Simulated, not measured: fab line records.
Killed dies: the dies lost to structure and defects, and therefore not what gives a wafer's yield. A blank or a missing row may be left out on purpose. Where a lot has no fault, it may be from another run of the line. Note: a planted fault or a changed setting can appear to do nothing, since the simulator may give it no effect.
fab line records | flow sky130
[record] lots = 11 wafers = 33 lastDay = 50
route steps=708 shown LI_CONTACT@376 LOCAL_INTERCONNECT@400 CONTACT@406 PAD_OPEN@708
lots that met no fault: taken from a fault-free run of the same line
startH: hours from the record's first day to the start of the lot's first wafer shown | waitH: hours elapsed since this lot's preceding step | " as in the row above | L1.1+2: a row that stands for several wafers | - value missing, or start not given | * or withheld: withheld | < > ~ a bound
route shown NAME@n: names a module that has steps shown in the file, with the first one's number in the route | usual: mean and standard deviation over wafers with no fault | same: alike in all rows | chamber/n: place in a boat | sites: per-site readings | _std_site: the standard deviation of these | _edge_site: mean of outer sites minus mean of inner sites | radiusMm: for every site, how far away it sits from the centre of the wafer | mask NAME#n: copy n | behind: the most recent tool/chamber to have shaped the wafer | hold: reason for holding the lot/hours on hold/outcome of the hold | device: the transistor (n, p or np) that didn't switch | end of line: tests of these same wafers at the route's end | a step without rows: its recipe alone | killed: the dies lost at the first sort to structure and to defects; this is not the yield of the wafer | map: the dies of a wafer, with x for killed, . for not killed, _ for no die there
set.NAME: the setting as run; set.NAME@STEP: as run at that earlier step | model.NAME: the simulator's own value behind a step, which no gauge read
the route's steps for a sample of lots (tables are steps, rows are wafers)
services: from which hour (startH, from the record's first day; less than 0 if before it) a tool's chamber was out of use, for how many hours, and why
[[steps]]
[step SKY_LI_CONTACT_ETCH_14]
[recipe] chemistry = N2/H2 target = BARC ionEnergyEv = 200 sourceW = 500 biasW = 100 pressureMtorr = 30 n2FlowSccm = 100 h2FlowSccm = 200 stopOn = SiO2 timeS = 45.9 targetDepthA = 600
[usual] drypumpMotorCurrentA = 5.6/0.32 oesProductAu = 0.855/0.0046 throttleValvePct = 13.226/0.009
// columns lot.wafer tool chamber startH waitH drypumpMotorCurrentA oesProductAu rfHoursCounterH throttleValvePct
L154.1 rieDiel-03 0 668.82 0.0 5.9 0.854 16 13.239
L154.2 " 3 " " 5.5 0.854 14 13.217
L154.6 " 1 " " 5.5 0.858 - 13.220
L155.2 rieDiel-03 1 683.31 0.0 5.5 0.856 4 13.224
L155.3 " 2 " " 6.3 0.853 5 13.222
L155.6 " 0 " " 5.9 0.851 - 13.220
L157.2 rieDiel-03 1 699.58 0.0 5.5 0.853 5 13.222
L157.3 " 3 " " 5.5 0.854 14 13.218
L157.6 " 1 " " 5.5 0.847 - 13.230
L159.3 rieDiel-04 2 721.43 0.0 5.2 0.845 12 13.228
L159.4 " 3 " " 5.4 0.854 50 13.229
L159.6 " 0 " " 5.1 0.852 - 13.229
L162.1 rieDiel-02 3 745.43 0.0 5.2 0.855 10 13.228
L162.3 " 2 " " 6.0 0.850 6 13.235
L162.4 " 1 " " 5.7 0.852 0 13.207
L163.2 rieDiel-03 1 755.53 0.0 5.5 0.850 6 13.255
L163.4 " 0 " " 5.8 0.855 18 13.222
L163.5 " 0 " " 5.9 0.867 - 13.218
L170.2 rieDiel-04 2 799.73 0.0 5.2 0.859 14 13.226
L170.4 " 1 " " 5.8 0.857 - 13.229
L170.5 " 3 " " 5.3 0.857 - 13.228
L171.2 rieDiel-02 3 807.08 0.0 5.3 0.861 12 13.242
L171.5 " 0 " " 5.6 0.855 - 13.206
L171.6 " 3 " " 5.3 0.850 - 13.228
L174.2 rieDiel-04 0 832.68 0.0 5.1 0.852 4 13.219
L174.3 " 3 " " 5.3 0.854 2 13.218
L174.5 " 3 " " 5.3 0.861 - 13.230
L175.4 rieDiel-02 0 834.43 0.0 5.6 0.860 17 13.221
L175.5 " 0 " " 5.6 0.860 - 13.227
L175.6 " 3 " " 5.3 0.853 - 13.232
L177.2 rieDiel-02 3 850.58 0.0 5.3 0.859 14 13.222
L177.4 " 1 " " 5.7 0.860 3 13.223
L177.5 " 0 " " 5.6 0.851 - 13.224
[step SKY_LI_CONTACT_RS_MEAS_22]
[recipe] thkMeasGauge = four-point-probe reads = W_of_LI_CONTACT_CVD_21+TiN_of_LI_CONTACT_SPUTTER_20+Ti_of_LI_CONTACT_SPUTTER_19
[usual] LI_CONTACT_W_RS = 0.281/0.0065
// columns lot.wafer tool chamber startH waitH LI_CONTACT_W_RS[ohm/sq]
L154.1 filmMetro-04 - 669.53 0.1 0.282
L154.2 " - " " 0.281
L154.6 " - " " 0.280
L155.2 filmMetro-04 - 684.02 0.1 0.272
L155.3 " - " " 0.286
L155.6 " - " " 0.284
L157.2 filmMetro-02 - 700.29 0.1 0.270
L157.3 " - " " 0.275
L157.6 " - " " 0.272
L159.3 filmMetro-02 - 722.33 0.1 0.284
L159.4 " - " " 0.268
L159.6 " - " " 0.285
L162.1 filmMetro-04 - 746.13 0.1 0.285
L162.3 " - " " 0.288
L162.4 " - " " 0.287
L163.2 filmMetro-03 - 756.25 0.1 0.285
L163.4 " - " " 0.284
L163.5 " - " " 0.270
L170.2 filmMetro-04 - 800.46 0.1 0.269
L170.4 " - " " 0.282
L170.5 " - " " 0.271
L171.2 filmMetro-03 - 807.78 0.1 0.290
L171.5 " - " " 0.273
L171.6 " - " " 0.283
L174.2 filmMetro-04 - 833.38 0.1 0.287
L174.3 " - " " 0.283
L174.5 " - " " 0.287
L175.4 filmMetro-02 - 835.19 0.1 0.287
L175.5 " - " " 0.275
L175.6 " - " " 0.288
L177.2 filmMetro-03 - 851.62 0.2 0.286
L177.4 " - " " 0.285
L177.5 " - " " 0.287
[step SKY_LOCAL_INTERCONNECT_ETCH_13]
[recipe] chemistry = N2/H2 target = BARC ionEnergyEv = 200 biasW = 100 pressureMtorr = 30 n2FlowSccm = 100 h2FlowSccm = 200 icpW = 500 stopOn = SiO2 timeS = 45.9 targetDepthA = 600
[usual] drypumpMotorCurrentA = 5.7/0.53 oesProductAu = 0.854/0.0046 throttleValvePct = 13.225/0.0093
// columns lot.wafer tool chamber startH waitH drypumpMotorCurrentA oesProductAu rfHoursCounterH throttleValvePct
L154.1 rieMetal-04 0 698.73 0.0 5.1 0.852 3 13.230
L154.2 " 1 " " 5.3 0.857 1 13.238
L154.6 " 0 " " 5.1 0.849 - 13.221
L155.2 rieMetal-03 0 712.63 0.0 5.7 0.862 14 13.231
L155.3 " 1 " " 6.6 0.861 - 13.230
L155.6 " 0 " " 5.7 0.855 - 13.210
L157.2 rieMetal-03 0 728.78 0.0 5.6 0.857 14 13.223
L157.3 " 1 " " 6.7 0.860 - 13.249
L157.6 " 0 " " 5.6 0.856 - 13.232
L159.3 rieMetal-02 1 751.45 0.0 6.0 0.853 - 13.231
L159.4 " 0 " " 5.6 0.855 - 13.239
L159.6 " 1 " " 6.0 0.848 - 13.221
L162.1 rieMetal-02 1 774.23 0.0 5.9 0.850 1 13.213
L162.3 " 0 " " 5.6 0.857 - 13.228
L162.4 " 1 " " 6.0 0.858 - 13.230
L163.2 rieMetal-02 1 783.68 0.0 6.0 0.853 2 13.228
L163.4 " 1 " " 6.0 0.851 - 13.233
L163.5 " 1 " " 6.0 0.854 - 13.231
L170.2 rieMetal-04 1 827.18 0.0 5.3 0.859 4 13.234
L170.4 " 0 " " 5.1 0.855 - 13.211
L170.5 " 1 " " 5.3 0.861 - 13.225
L171.2 rieMetal-04 1 834.58 0.0 5.3 0.855 5 13.221
L171.5 " 1 " " 5.2 0.854 - 13.220
L171.6 " 0 " " 5.1 0.852 - 13.231
L174.2 rieMetal-03 0 860.48 0.0 5.7 0.855 0 13.220
L174.3 " 1 " " 6.7 0.858 - 13.221
L174.5 " 1 " " 6.6 0.854 - 13.239
L175.4 rieMetal-02 1 862.70 0.0 6.0 0.852 - 13.229
L175.5 " 1 " " 6.0 0.857 - 13.232
L175.6 " 0 " " 5.6 0.854 - 13.224
L177.2 rieMetal-04 1 878.13 0.0 5.3 0.857 6 13.231
L177.4 " 0 " " 5.1 0.847 - 13.228
L177.5 " 0 " " 5.1 0.851 - 13.217
[step SKY_CONTACT_CVD_00]
[recipe] material = Si3N4 targetThkNm = 75 tempC = 400 timeS = withheld rfW = 450
[usual] heaterPowerOuterW = 401/67 heaterPowerW = 677/99
// columns lot.wafer tool chamber startH waitH heaterPowerOuterW heaterPowerW
L154.1 pecvd-03 2 699.43 0.0 404 672
L154.2 " 1 " " 353 604
L154.6 " 1 " " 366 606
L155.2 pecvd-03 1 713.34 0.0 361 610
L155.3 " 0 " " 376 615
L155.6 " 2 " " 470 767
L157.2 pecvd-01 1 729.50 0.0 384 642
L157.3 " 2 " " 496 781
L157.6 " 2 " " 484 788
L159.3 pecvd-04 0 752.16 0.0 432 757
L159.4 " 0 " " 437 755
L159.6 " 1 " " 311 578
L162.1 pecvd-01 2 774.94 0.0 395 674
L162.3 " 0 " " 530 876
L162.4 " 1 " " 333 547
L163.2 pecvd-01 1 784.38 0.0 360 601
L163.4 " 0 " " 510 829
L163.5 " 1 " " 370 615
L170.2 pecvd-04 2 827.88 0.0 294 535
L170.4 " 2 " " 287 543
L170.5 " 2 " " 298 546
L171.2 pecvd-03 2 835.29 0.0 389 673
L171.5 " 1 " " 396 654
L171.6 " 2 " " 403 658
L174.2 pecvd-01 1 861.20 0.0 317 536
L174.3 " 0 " " 481 835
L174.5 " 2 " " 488 812
L175.4 pecvd-03 1 863.42 0.0 316 563
L175.5 " 0 " " 371 607
L175.6 " 2 " " 471 751
L177.2 pecvd-01 2 878.84 0.0 469 768
L177.4 " 1 " " 402 666
L177.5 " 2 " " 468 786
[step SKY_CONTACT_THK_MEAS_01]
[recipe] reads = Si3N4_of_CONTACT_CVD_00
[usual] CONTACT_CVD_00_THK = 75.1/0.84
// columns lot.wafer tool chamber startH waitH CONTACT_CVD_00_THK[nm]
L154.1 filmMetro-03 - 699.47 - 74.3
L154.2 " - " " 75.1
L154.6 " - " " 75.8
L155.2 filmMetro-02 - 713.38 - 75.7
L155.3 " - " " 74.4
L155.6 " - " " 76.4
L157.2 filmMetro-03 - 729.54 - 74.8
L157.3 " - " " 75.2
L157.6 " - " " 75.2
L159.3 filmMetro-02 - 752.22 - 74.8
L159.4 " - " " 76.0
L159.6 " - " " 75.5
L162.1 filmMetro-03 - 774.97 - 102.5
L162.3 " - " " 102.1
L162.4 " - " " 103.4
L163.2 filmMetro-01 - 784.42 - 102.6
L163.4 " - " " 105.8
L163.5 " - " " 105.1
L170.2 filmMetro-01 - 827.94 - 74.9
L170.4 " - " " 75.2
L170.5 " - " " 75.3
L171.2 filmMetro-01 - 835.33 - 74.9
L171.5 " - " " 76.7
L171.6 " - " " 75.7
L174.2 filmMetro-02 - 861.24 - 74.3
L174.3 " - " " 74.4
L174.5 " - " " 76.1
L175.4 filmMetro-02 - 863.47 - 76.1
L175.5 " - " " 75.7
L175.6 " - " " 74.9
L177.2 filmMetro-01 - 878.88 - 74.6
L177.4 " - " " 75.3
L177.5 " - " " 76.2
[step SKY_CONTACT_ETCH_18]
[recipe] target = Si3N4 chemistry = CHF3/O2 stopOn = TiN sourceW = 600 biasW = 200 pressureMtorr = 40 chf3FlowSccm = 50 O2_flow_sccm = 5 timeS = 39 targetDepthA = 750
[usual] drypumpMotorCurrentA = 5.6/0.45 oesProductAu = 0.856/0.0076 throttleValvePct = 8.794/0.0093
// columns lot.wafer tool chamber startH waitH drypumpMotorCurrentA oesProductAu rfHoursCounterH throttleValvePct
L154.1 rieDiel-02 2 - - 6.0 0.843 6 8.795
L154.2 " 0 " " 5.6 0.858 14 8.792
L154.6 " 2 " " 5.9 0.867 - 8.801
L155.2 rieDiel-01 0 - - 5.5 0.866 3 8.788
L155.3 " 2 " " 6.7 0.852 12 8.800
L155.6 " 3 " " 5.5 0.870 - 8.804
L157.2 rieDiel-02 3 - - 5.3 0.858 11 8.794
L157.3 " 1 " " 5.7 0.853 1 8.794
L157.6 " 3 " " 5.3 0.857 - 8.785
L159.3 rieDiel-01 2 - - 6.8 0.855 13 8.796
L159.4 " 0 " " 5.4 0.853 5 8.806
L159.6 " 3 " " 5.5 0.856 - 8.783
L162.1 rieDiel-01 0 - - 5.5 0.996 5 8.829
L162.3 " 1 " " 5.2 0.989 10 8.825
L162.4 " 2 " " 6.8 0.993 14 8.827
L163.2 rieDiel-01 1 - - 5.3 1.006 11 8.843
L163.4 " 2 " " 6.8 1.007 - 8.840
L163.5 " 3 " " 5.5 1.009 - 8.833
L170.2 rieDiel-02 3 - - 5.3 0.849 14 8.796
L170.4 " 0 " " 5.6 0.856 18 8.789
L170.5 " 3 " " 5.3 0.855 - 8.805
L171.2 rieDiel-01 2 - - 6.7 0.861 16 8.800
L171.5 " 1 " " 5.3 0.863 - 8.781
L171.6 " 0 " " 5.4 0.859 - 8.805
L174.2 rieDiel-02 0 - - 5.6 0.843 19 8.781
L174.3 " 2 " " 6.1 0.852 11 8.788
L174.5 " 2 " " 6.0 0.855 - 8.797
L175.4 rieDiel-01 1 - - 5.3 0.869 13 8.805
L175.5 " 1 " " 5.2 0.854 - 8.799
L175.6 " 2 " " 6.7 0.858 - 8.790
L177.2 rieDiel-04 0 - - 5.1 0.851 6 8.801
L177.4 " 3 " " 5.3 0.859 5 8.808
L177.5 " 2 " " 5.2 0.861 - 8.782
[step SKY_PAD_OPEN_PROBE_99]
[usual] killed_at_M0_to_M3 = 44/7.7 killed_at_M4_up = 3.2/1.7 killedAtContacts = 24/5.3 killedAtFrontEnd = 15/4.3 killedAtOther = 0.3/0.57 killedDies = 87/11 killedOnRim = 17/3.8 killedOpen = 47/7.4 killedShort = 40/6.5
[same] grossDies = 492 killedAtBackSide = 0
// columns lot.wafer tool chamber startH waitH killed_at_M0_to_M3 killed_at_M4_up killedAtContacts killedAtFrontEnd killedAtOther killedDies killedOnRim killedOpen killedShort
L162.1 prober-02 - 1123.20 0.1 45 2 433 10 0 490 96 46 29
L162.3 prober-02 - 1123.30 0.2 44 3 418 11 0 476 87 50 30
L162.4 prober-02 - 1123.35 0.2 37 3 433 17 0 490 94 45 41
L163.2 prober-01 - 1133.65 0.1 38 4 409 17 0 468 75 41 35
L163.4 prober-01 - 1133.75 0.2 50 6 416 20 0 492 96 53 46
L163.5 prober-01 - 1133.80 0.2 43 2 437 9 0 491 95 48 29
// killed by level:class
L162.1 CONTACT:areaEtch=415 VIA1:geometricParticle:open=17 CONTACT:geometricParticle:open=7 VIA1:geometricParticle:short=6 LI_CONTACT:geometricParticle:open=5 VIA2:geometricParticle:open=5 CONTACT:geometricParticle:short=4 METAL2:geometricParticle:short=4
L162.3 CONTACT:areaEtch=396 VIA1:geometricParticle:open=16 CONTACT:geometricParticle:open=10 VIA2:geometricParticle:open=8 VIA3:geometricParticle:open=5 VIA1:geometricParticle:short=5 LI_CONTACT:geometricParticle:open=4 CONTACT:geometricParticle:short=4
L162.4 CONTACT:areaEtch=404 CONTACT:geometricParticle:open=11 VIA1:geometricParticle:open=11 LI_CONTACT:geometricParticle:open=8 METAL2:geometricParticle:short=8 POLY_GATE:geometricParticle:short=5 FIELD_ISO:geometricParticle:short=4 LI_CONTACT:geometricParticle:short=4
L163.2 CONTACT:areaEtch=392 VIA1:geometricParticle:open=8 VIA3:geometricParticle:open=8 LI_CONTACT:geometricParticle:open=7 CONTACT:geometricParticle:open=6 POLY_GATE:geometricParticle:short=5 FIELD_ISO:geometricParticle:short=4 VIA1:geometricParticle:short=4
L163.4 CONTACT:areaEtch=393 VIA1:geometricParticle:open=13 CONTACT:geometricParticle:short=8 METAL2:geometricParticle:short=8 VIA2:geometricParticle:open=8 CONTACT:geometricParticle:open=6 VIA3:geometricParticle:open=6 POLY_GATE:geometricParticle:open=5
L163.5 CONTACT:areaEtch=413 VIA1:geometricParticle:open=13 CONTACT:geometricParticle:open=9 VIA3:geometricParticle:open=8 LI_CONTACT:geometricParticle:open=8 VIA3:geometricParticle:short=4 CONTACT:geometricParticle:short=4 LI_CONTACT:geometricParticle:short=3
[[services]]
// columns tool chamber startH hours kind
rieDiel-02 - 652.93 1.1 repair
pecvd-03 0 653.45 20.1 repair
pecvd-03 1 654.14 28.2 repair
pecvd-01 2 665.77 4.4 repair
pecvd-03 - 670.22 1.4 repair
rieMetal-02 - 677.78 2.8 pm
pecvd-01 1 739.42 14.4 repair
rieDiel-04 2 744.60 1.9 repair
rieMetal-04 - 745.58 15.6 pm
rieDiel-04 - 748.89 14.6 pm
rieDiel-03 2 762.57 9.9 repair
rieMetal-04 - 764.22 0.3 repair
pecvd-01 - 772.96 1.4 repair
rieDiel-04 0 773.69 5.7 repair
pecvd-01 - 791.01 3.4 repair
rieDiel-04 0 798.25 3.8 repair
pecvd-01 0 803.70 5.0 repair
rieDiel-01 0 806.33 8.2 repair
pecvd-01 2 830.90 9.7 repair
pecvd-01 1 833.12 4.9 repair
rieDiel-02 3 869.99 31.2 repair
pecvd-01 - 890.41 6.0 pm
rieDiel-01 1 892.40 3.3 repair
pecvd-01 0 898.11 5.2 repair
[[key]]
[firstSign] step = SKY_CONTACT_THK_MEAS_01 reading = CONTACT_CVD_00_THK direction = up sigmas = 34 usual = 75.1 struck = 103.6
[effect] step = SKY_CONTACT_ETCH_18 reading = oesProductAu direction = up sigmas = 19 usual = 0.856 struck = 1.000
[effect] step = SKY_PAD_OPEN_PROBE_99 reading = killedAtContacts direction = up sigmas = 76 usual = 24 struck = 424
[moreKillsBornAt] SKY_CONTACT_ETCH_18@rieDiel-01 = 2413
metAt SKY_CONTACT_CVD_00
struckLots L162,L163
laterRowsLeftOut L162.1,L162.3,L162.4,L163.2,L163.4,L163.5
testerLeftOut L162,L163
notActingAt SKY_LI_CONTACT_ETCH_14,SKY_LI_CONTACT_RS_MEAS_22,SKY_LOCAL_INTERCONNECT_ETCH_13
onsetBetween 729.50 774.94
[fault] kind = processParameterDrift tool = pecvd-01 chamber = - onsetH = 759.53 steps = SKY_CONTACT_CVD_00 channel = targetThkNm offset = 28.803 shape = step endH = 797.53 actsIn = theseRecipesOnly stated = 75
// testerLeftOut: of these lots the tester's yield and bins aren't shown, on N5 and GAA mostly nor the transistor test; their killed dies are dies lost to structure and defects alone, not to doping, threshold or leakage, so they don't give the yield
// laterRowsLeftOut: the simulator's readings of these wafers behind a module that went badly wrong aren't trusted and aren't shown, but for the sort
